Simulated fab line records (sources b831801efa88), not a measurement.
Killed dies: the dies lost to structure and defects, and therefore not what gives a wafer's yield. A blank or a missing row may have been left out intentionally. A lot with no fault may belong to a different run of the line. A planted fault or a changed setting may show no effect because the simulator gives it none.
Commonality check across tools || flow sky130 || Lots sampled 15, wafers sampled 45

== REASON IT WAS OPENED ==
Of 15 lots, 3 have the reading NWELL_RS flagged at SKY_NWELL_RS_MEAS_29. No-fault wafers: 624.5 ohm/sq, standard deviation 1.3.
Rule: a lot is flagged in two cases, either no wafer of it has a number, or all its wafers with numbers fall more than 4 standard deviations from that mean. As for the other lots, they are considered sound.

{"lot": "L103", "measured": "day 5 13:59", "on": "filmMetro-02", "NWELL_RS (ohm/sq), wafer by wafer": "626.2 625.1 625.1", "flag": ""}
{"lot": "L104", "measured": "day 5 18:53", "on": "filmMetro-01", "NWELL_RS (ohm/sq), wafer by wafer": "623.2 622.7 624.2", "flag": ""}
{"lot": "L105", "measured": "day 6 00:26", "on": "filmMetro-02", "NWELL_RS (ohm/sq), wafer by wafer": "625.5 623.8 625.0", "flag": ""}
{"lot": "L106", "measured": "day 6 07:50", "on": "filmMetro-02", "NWELL_RS (ohm/sq), wafer by wafer": "624.7 623.4 622.4", "flag": ""}
{"lot": "L107", "measured": "day 6 11:56", "on": "filmMetro-01", "NWELL_RS (ohm/sq), wafer by wafer": "624.6 625.1 624.0", "flag": ""}
{"lot": "L109", "measured": "day 7 03:28", "on": "filmMetro-03", "NWELL_RS (ohm/sq), wafer by wafer": "623.6 624.4 623.0", "flag": ""}
{"lot": "L110", "measured": "day 7 08:05", "on": "filmMetro-02", "NWELL_RS (ohm/sq), wafer by wafer": "625.5 624.8 624.0", "flag": ""}
{"lot": "L111", "measured": "day 7 18:39", "on": "filmMetro-01", "NWELL_RS (ohm/sq), wafer by wafer": "625.5 624.1 623.7", "flag": ""}
{"lot": "L115", "measured": "day 8 15:56", "on": "filmMetro-02", "NWELL_RS (ohm/sq), wafer by wafer": "132.9 132.8 133.1", "flag": "FLAGGED"}
{"lot": "L116", "measured": "day 8 17:23", "on": "filmMetro-03", "NWELL_RS (ohm/sq), wafer by wafer": "133.2 132.9 133.3", "flag": "FLAGGED"}
{"lot": "L117", "measured": "day 9 10:14", "on": "filmMetro-02", "NWELL_RS (ohm/sq), wafer by wafer": "132.9 133.0 132.8", "flag": "FLAGGED"}
{"lot": "L119", "measured": "day 9 19:20", "on": "filmMetro-02", "NWELL_RS (ohm/sq), wafer by wafer": "624.1 622.8 623.8", "flag": ""}
{"lot": "L122", "measured": "day 10 08:02", "on": "filmMetro-02", "NWELL_RS (ohm/sq), wafer by wafer": "623.6 622.5 622.8", "flag": ""}
{"lot": "L123", "measured": "day 10 16:37", "on": "filmMetro-03", "NWELL_RS (ohm/sq), wafer by wafer": "626.9 626.9 627.3", "flag": ""}
{"lot": "L124", "measured": "day 10 20:25", "on": "filmMetro-01", "NWELL_RS (ohm/sq), wafer by wafer": "622.9 625.8 623.3", "flag": ""}
Flagged lots average 133.0 ohm/sq: -491.5 ohm/sq relative to the usual, that is -99 or more standard deviations.

== TOOL THAT RAN EACH LOT ==
The record keeps 1 process step preceding the reading, out of 708 steps on the route. Read each cell as the tool, then ch plus the chambers that the sampled wafers visited, then the start.
{"lot": "L103", "flag": "", "SKY_NWELL_RTA_28": "rtpAnneal-02 ch 0, day 5 13:53"}
{"lot": "L104", "flag": "", "SKY_NWELL_RTA_28": "rtpAnneal-02 ch 0, day 5 18:47"}
{"lot": "L105", "flag": "", "SKY_NWELL_RTA_28": "rtpAnneal-02 ch 0, day 6 00:20"}
{"lot": "L106", "flag": "", "SKY_NWELL_RTA_28": "rtpAnneal-02 ch 0, day 6 07:44"}
{"lot": "L107", "flag": "", "SKY_NWELL_RTA_28": "rtpAnneal-01 ch 0, day 6 11:50"}
{"lot": "L109", "flag": "", "SKY_NWELL_RTA_28": "rtpAnneal-01 ch 0, day 7 03:21"}
{"lot": "L110", "flag": "", "SKY_NWELL_RTA_28": "rtpAnneal-01 ch 0, day 7 07:58"}
{"lot": "L111", "flag": "", "SKY_NWELL_RTA_28": "rtpAnneal-01 ch 0, day 7 18:32"}
{"lot": "L115", "flag": "FLAGGED", "SKY_NWELL_RTA_28": "rtpAnneal-01, day 8 15:50"}
{"lot": "L116", "flag": "FLAGGED", "SKY_NWELL_RTA_28": "rtpAnneal-01, day 8 17:16"}
{"lot": "L117", "flag": "FLAGGED", "SKY_NWELL_RTA_28": "rtpAnneal-02, day 9 10:08"}
{"lot": "L119", "flag": "", "SKY_NWELL_RTA_28": "rtpAnneal-01 ch 0, day 9 19:13"}
{"lot": "L122", "flag": "", "SKY_NWELL_RTA_28": "rtpAnneal-01 ch 0, day 10 07:56"}
{"lot": "L123", "flag": "", "SKY_NWELL_RTA_28": "rtpAnneal-02 ch 0, day 10 16:31"}
{"lot": "L124", "flag": "", "SKY_NWELL_RTA_28": "rtpAnneal-01 ch 0, day 10 20:18"}
What these steps do:
- SKY_NWELL_RTA_28: time 30 s.
- SKY_NWELL_RS_MEAS_29: measures by four-point-probe.

== FLAGGED AGAINST TOTAL, ONE TOOL AT A TIME (gauges that did the reading follow at the end) ==
{"step": "SKY_NWELL_RTA_28", "tool": "rtpAnneal-01", "lots run": 9, "flagged": 2, "share of the flagged lots": "some", "sound lots run after its first flagged lot": "3 (L119,L122,L124)"}
{"step": "SKY_NWELL_RTA_28", "tool": "rtpAnneal-02", "lots run": 6, "flagged": 1, "share of the flagged lots": "some", "sound lots run after its first flagged lot": "1 (L123)"}
{"step": "SKY_NWELL_RS_MEAS_29", "tool": "filmMetro-01", "lots run": 4, "flagged": 0, "share of the flagged lots": "none", "sound lots run after its first flagged lot": "-"}
{"step": "SKY_NWELL_RS_MEAS_29", "tool": "filmMetro-02", "lots run": 8, "flagged": 2, "share of the flagged lots": "some", "sound lots run after its first flagged lot": "2 (L119,L122)"}
{"step": "SKY_NWELL_RS_MEAS_29", "tool": "filmMetro-03", "lots run": 3, "flagged": 1, "share of the flagged lots": "some", "sound lots run after its first flagged lot": "1 (L123)"}

== WHAT THE TABLE ALLOWS ==
No row of the table ran every flagged lot.

== WHAT HAD BEEN PUT IN BY THE SIMULATOR ==
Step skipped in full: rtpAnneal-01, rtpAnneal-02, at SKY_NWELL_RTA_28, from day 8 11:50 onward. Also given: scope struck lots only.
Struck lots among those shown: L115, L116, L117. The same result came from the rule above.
